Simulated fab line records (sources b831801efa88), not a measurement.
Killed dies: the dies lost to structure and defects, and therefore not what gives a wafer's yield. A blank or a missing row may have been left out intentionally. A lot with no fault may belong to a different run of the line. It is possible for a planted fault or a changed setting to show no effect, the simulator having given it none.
Comparing a struck lot with a sound one -- flow gf180mcu -- 15 steps out of a route of 602
Sound: wafers L879.1, L879.2, L879.5. Wafers struck: L865.2, L865.3, L865.6. The cause comes at the end.
For every step that has rows: the tool of each side, followed by ch and its chambers, followed by its first start. Under that, the readings that differ: sound wafers -- struck wafers -- difference of the means -- sigmas: that difference in standard deviations of wafers without a fault.
alike: readings whose means differ by less than 2 such deviations, and words and numbers that are the same on both sides. not compared: withheld readings, readings that some wafer has no value for, bounds like >300 that may hide the same value, and numbers for which the record gives no deviation and whose values overlap.
A row with sigmas, a row that says differs or no value, or rows on one side alone: a step with any of these is where the two part. Numbers that have no deviation but don't overlap get no sigmas and don't part them. A reading that every wafer of one side lacks parts them only if that side has two wafers or more.

first, 3 steps without rows for these wafers: GF_V5_EXPOSE_11 (exposes mask Via5, target cd 260 nm); GF_V5_PEB_12 (peb time 90 s); GF_V5_DEVELOP_13 (develop time 60 s).
GF_V5_CD_MEAS_14: the cd target is 260 nm.
  struck on cd sem-02, day 28 16:43; sound on cd sem-02, day 32 16:59
  alike: cd nm
GF_V5_OVL_MEAS_15:
  struck on overlay-02, day 28 16:49; sound on overlay-02, day 32 17:07
  alike: V5_OVL
GF_V5_ETCH_16: etches BARC in N2/H2.
  sound on rie diel-03 ch 1,3, day 32 17:08; struck on rie diel-01 ch 0,1,2, day 28 16:50
  alike: drypump motor current A, h2 flow sccm, oes product au, throttle valve pct
GF_V5_ETCH_17: etches SiO2 in C4F8/O2/Ar, stops on TiN, target depth 855 nm.
  sound: rie diel-03 ch 1,3; struck: rie diel-01 ch 0,1,2
  alike: oes product au
GF_V5_STRIP_18: strips in O2/N2.
  sound on plasma asher-01 ch 0,1, day 32 17:18; struck on plasma asher-02 ch 0,1, day 28 17:00
  alike: drypump motor current A, heater power w, oes product au
  not compared: rf hours counter h
then, 2 steps without rows for these wafers: GF_V5_STRIP_19 (strips in post etch residue remover, time 1200 s); GF_V5_CLEAN_20 (cleans in DIW).
GF_V5_SPUTTER_21: material Ti, target thk 15 nm, time 80.02 s.
  struck on pvd sputter-02, day 28 17:34; sound on pvd sputter-01, day 32 17:53
  alike: throttle valve pct
GF_V5_SPUTTER_22: material TiN, target thk 10 nm, time 40.97 s.
  struck on pvd sputter-02, day 28 17:38; sound on pvd sputter-01, day 32 17:58
  alike: throttle valve pct
GF_V5_CVD_23: deposits W, target thk 350 nm, time 104.9 s.
  sound on cvd w-01 ch 0,1, day 32 18:00; struck on cvd w-02 ch 1, day 28 17:40
reading,sound,struck,difference,sigmas
chamber pressure Torr (Torr),40.07 40.09 39.95,42.99 42.89 42.87,+2.88,+34
model.W_of_V5_CVD_23.thk nm (nm),351.2 352.6 355.5,376.8 374.6 374.4,+22.2,
  alike: heater power outer w, heater power w
GF_V5_RS_MEAS_24: the measuring method here is four-point-probe.
  struck on film metro-04, day 28 17:48; sound on film metro-03, day 32 18:07
reading,sound,struck,difference,sigmas
V5_W_RS (ohm/sq),0.325 0.324 0.322,0.304 0.305 0.306,-0.019,-3
following that, these wafers have no rows for 1 step: GF_PASSIVATION_PROBE_99.

## WHERE THEY PART
At GF_V5_CVD_23 first; at GF_V5_RS_MEAS_24 last (within this record only).

WHY: what had been put in by the simulator
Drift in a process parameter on cvd w-02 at GF_V5_CVD_23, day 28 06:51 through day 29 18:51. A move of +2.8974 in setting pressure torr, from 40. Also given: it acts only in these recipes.
